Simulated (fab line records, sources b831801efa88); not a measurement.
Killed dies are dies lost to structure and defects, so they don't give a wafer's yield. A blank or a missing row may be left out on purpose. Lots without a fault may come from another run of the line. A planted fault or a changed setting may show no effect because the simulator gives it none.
Which tool did it? | flow gf180mcu | 13 lots, 39 wafers sampled, at 5 steps of a route of 602

WHAT THE GAUGES READ, wafer by wafer
GF_M1_THK_MEAS_06: measures by xrf. Usual: M1_ALCU_THK 443 nm, standard deviation 5.5.
lot  | measured     | on            | M1_ALCU_THK (nm) | flag
L915 | day 16 21:12 | film_metro-02 | 438 437 436      |
L917 | day 17 05:27 | film_metro-01 | 440 447 450      |
L919 | day 18 04:34 | film_metro-01 | 432 444 443      |
L920 | day 18 08:10 | film_metro-04 | 437 442 441      |
L921 | day 19 00:00 | film_metro-01 | 448 444 452      |
L922 | day 19 06:50 | film_metro-01 | 445 447 451      |
L925 | day 20 10:16 | film_metro-04 | 447 446 448      |
L928 | day 21 13:03 | film_metro-02 | 435 438 431      |
L929 | day 21 14:45 | film_metro-04 | 442 433 436      |
L934 | day 23 06:13 | film_metro-01 | 444 437 444      |
L935 | day 24 08:48 | film_metro-02 | 438 446 441      |
L936 | day 24 11:20 | film_metro-02 | 434 446 438      |
L937 | day 24 14:20 | film_metro-02 | 447 452 455      |

GF_M3_RS_MEAS_05: measures by four-point-probe. Usual: M3_ALCU_RS 0.0690 ohm/sq, standard deviation 0.00077.
lot  | measured     | on            | M3_ALCU_RS (ohm/sq)  | flag
L915 | day 21 02:18 | film_metro-04 | 0.0675 0.0685 0.0679 |
L917 | day 21 12:36 | film_metro-02 | 0.0713 0.0698 0.0705 |
L919 | day 22 11:26 | film_metro-02 | 0.0686 0.0672 0.0686 |
L920 | day 22 14:07 | film_metro-04 | 0.0687 0.0682 0.0680 |
L921 | day 23 05:02 | film_metro-01 | 0.0683 0.0691 0.0696 |
L922 | day 23 11:46 | film_metro-01 | 0.0684 0.0681 0.0688 |
L925 | day 24 13:45 | film_metro-01 | 0.0697 0.0707 0.0699 |
L928 | day 25 15:42 | film_metro-02 | 0.0694 0.0689 0.0690 |
L929 | day 25 16:23 | film_metro-04 | 0.0683 0.0682 0.0682 |
L934 | day 27 01:56 | film_metro-02 | 0.0697 0.0694 0.0696 |
L935 | day 28 05:18 | film_metro-04 | 0.0684 0.0678 0.0689 |
L936 | day 28 05:57 | film_metro-04 | 0.0692 0.0698 0.0679 |
L937 | day 28 09:14 | film_metro-02 | 0.0691 0.0685 0.0689 |

GF_M3_CD_MEAS_14: target cd 280 nm. Usual: cd_nm 279.8 nm, standard deviation 1.5.
lot  | measured     | on        | cd_nm (nm)        | flag
L915 | day 22 01:28 | cd_sem-02 | 280.9 282.2 281.3 |
L917 | day 22 12:12 | cd_sem-01 | 278.0 279.3 279.2 |
L919 | day 23 10:27 | cd_sem-01 | 276.5 276.2 276.5 |
L920 | day 23 13:17 | cd_sem-01 | 280.2 282.9 281.1 |
L921 | day 24 03:43 | cd_sem-02 | 279.3 279.2 279.4 |
L922 | day 24 10:23 | cd_sem-01 | 281.0 281.7 280.6 |
L925 | day 25 11:47 | cd_sem-02 | 280.5 279.5 280.0 |
L928 | day 26 12:37 | cd_sem-01 | 279.3 279.3 278.5 |
L929 | day 26 13:10 | cd_sem-02 | 278.6 280.0 281.5 |
L934 | day 27 22:10 | cd_sem-02 | 277.8 278.9 279.5 |
L935 | day 29 00:30 | cd_sem-01 | 282.6 282.6 281.8 |
L936 | day 29 00:51 | cd_sem-02 | 278.8 279.9 279.0 |
L937 | day 29 04:33 | cd_sem-01 | 279.1 280.1 280.1 |

WHICH TOOL RAN EACH LOT (tool, then ch and the chambers of the sampled wafers, then the start)
lot  | GF_SAB_COAT_04                    | GF_SAB_STRIP_13
L915 | litho_track-01 ch 0, day 15 07:39 | plasma_asher-01 ch 0,1, day 15 19:40
L917 | litho_track-04 ch 0, day 15 17:03 | plasma_asher-03 ch 1, day 16 03:59
L919 | litho_track-02 ch 0, day 16 14:46 | plasma_asher-02 ch 0,1, day 17 02:35
L920 | litho_track-01 ch 0, day 16 18:25 | plasma_asher-03 ch 0,1, day 17 05:37
L921 | litho_track-01 ch 0, day 17 07:33 | plasma_asher-01 ch 0, day 17 20:44
L922 | litho_track-02 ch 0, day 17 14:55 | plasma_asher-03 ch 0,1, day 18 03:16
L925 | litho_track-04 ch 0, day 18 17:38 | plasma_asher-03 ch 0,1, day 19 06:49
L928 | litho_track-01 ch 0, day 19 21:45 | plasma_asher-01 ch 0,1, day 20 09:55
L929 | litho_track-04 ch 0, day 19 23:41 | plasma_asher-02 ch 1, day 20 11:26
L934 | litho_track-01 ch 0, day 21 14:33 | plasma_asher-03 ch 0,1, day 22 03:22
L935 | litho_track-01 ch 0, day 22 18:07 | plasma_asher-03 ch 0,1, day 23 06:44
L936 | litho_track-01 ch 0, day 22 21:16 | plasma_asher-03 ch 0,1, day 23 09:50
L937 | litho_track-04 ch 0, day 23 00:54 | plasma_asher-03 ch 0,1, day 23 12:41
- GF_SAB_COAT_04: resist thk 1000 nm.
- GF_SAB_STRIP_13: strips in O2/N2.

WHAT THE TOOLS THEMSELVES READ (means of the sampled wafers that have a number; where no wafer has one, the mark that the record gives instead)
GF_SAB_COAT_04. Usual: chill_plate_temp_C 22.99 C, standard deviation 0.096; spin_speed_rpm 3000.2 rpm, standard deviation 1.9.
lot  | tool           | chill_plate_temp_C (C) | spin_speed_rpm (rpm) | flag
L915 | litho_track-01 | 22.86                  | 3000.9               |
L917 | litho_track-04 | 22.99                  | 2999.1               |
L919 | litho_track-02 | 22.93                  | 3001.3               |
L920 | litho_track-01 | 22.95                  | 2999.4               |
L921 | litho_track-01 | 22.87                  | 2998.7               |
L922 | litho_track-02 | 23.03                  | 2999.2               |
L925 | litho_track-04 | 23.01                  | 2999.5               |
L928 | litho_track-01 | 23.07                  | 3001.8               |
L929 | litho_track-04 | 23.02                  | 2999.9               |
L934 | litho_track-01 | 23.12                  | 2999.3               |
L935 | litho_track-01 | 22.99                  | 3152.8               | OFF
L936 | litho_track-01 | 22.94                  | 3153.4               | OFF
L937 | litho_track-04 | 23.02                  | 3002.6               |

GF_SAB_STRIP_13. Usual: drypump_motor_current_A 6.10 A, standard deviation 0.19; heater_power_w 352 W, standard deviation 27; oes_product_au 0.710 a.u., standard deviation 0.0048; platen_temp_c 249.97 C, standard deviation 0.18; strip_time_to_endpoint_s 12.59 s, standard deviation 0.034.
lot  | tool            | drypump_motor_current_A (A) | heater_power_w (W) | oes_product_au (a.u.) | platen_temp_c (C) | strip_time_to_endpoint_s (s) | flag
L915 | plasma_asher-01 | 5.89                        | 371                | 0.706                 | 249.67            | 12.56                        |
L917 | plasma_asher-03 | 6.16                        | 381                | 0.711                 | 249.87            | 12.57                        |
L919 | plasma_asher-02 | 6.00                        | 337                | 0.706                 | 249.80            | 12.57                        |
L920 | plasma_asher-03 | 6.22                        | 367                | 0.707                 | 249.88            | 12.61                        |
L921 | plasma_asher-01 | 6.13                        | 353                | 0.713                 | 250.03            | 12.60                        |
L922 | plasma_asher-03 | 6.28                        | 344                | 0.711                 | 250.17            | 12.59                        |
L925 | plasma_asher-03 | 6.23                        | 369                | 0.711                 | 249.98            | 12.60                        |
L928 | plasma_asher-01 | 5.89                        | 384                | 0.715                 | 249.99            | 12.60                        |
L929 | plasma_asher-02 | 5.80                        | 328                | 0.705                 | 249.80            | 12.60                        |
L934 | plasma_asher-03 | 6.26                        | 344                | 0.714                 | 250.17            | 12.52                        |
L935 | plasma_asher-03 | 6.23                        | 372                | 0.711                 | 250.10            | 12.24                        | OFF
L936 | plasma_asher-03 | 6.23                        | 366                | 0.713                 | 249.99            | 12.29                        | OFF
L937 | plasma_asher-03 | 6.27                        | 343                | 0.710                 | 250.11            | 12.59                        |

THE ANSWER, worked out from the rows above alone
Rule: a lot is off if the mean of its wafers that have a number lies more than 3 standard deviations from the usual mean. A lot without any number at a reading at which 4 lots or more have one is off too. The other lots that the step has rows for count as sound. The gauges are gone through in route order, then the tools' own readings, and for those a lot's mean is taken as printed above. The first step at which some lot is off is used, and at that step the reading that is off furthest; a lot without a number counts as furthest.
Off: L935, L936, at GF_SAB_COAT_04 (spin_speed_rpm).
A tool fits if, at that step or a process step before it, it ran every lot that is off, and no sound lot after the first of them. One fits: litho_track-01 at GF_SAB_COAT_04. Its last sound lot is L934 (day 21 14:33), its first lot that is off L935 (day 22 18:07): a fault that began between those two fits.
The tool's own readings at GF_SAB_COAT_04 bear it out: on the lots that are off they differ by more than 5 times the standard deviation of the sound lots' means. spin_speed_rpm reads 3153.1 rpm there against 3000.2 rpm on the sound lots.

WHAT THE SIMULATOR HAD PUT IN
Process parameter drift: litho_track-01, from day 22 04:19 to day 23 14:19, at GF_SAB_COAT_04. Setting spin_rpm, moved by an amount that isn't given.
Lots struck among those shown: L935, L936. The rule above found the same.
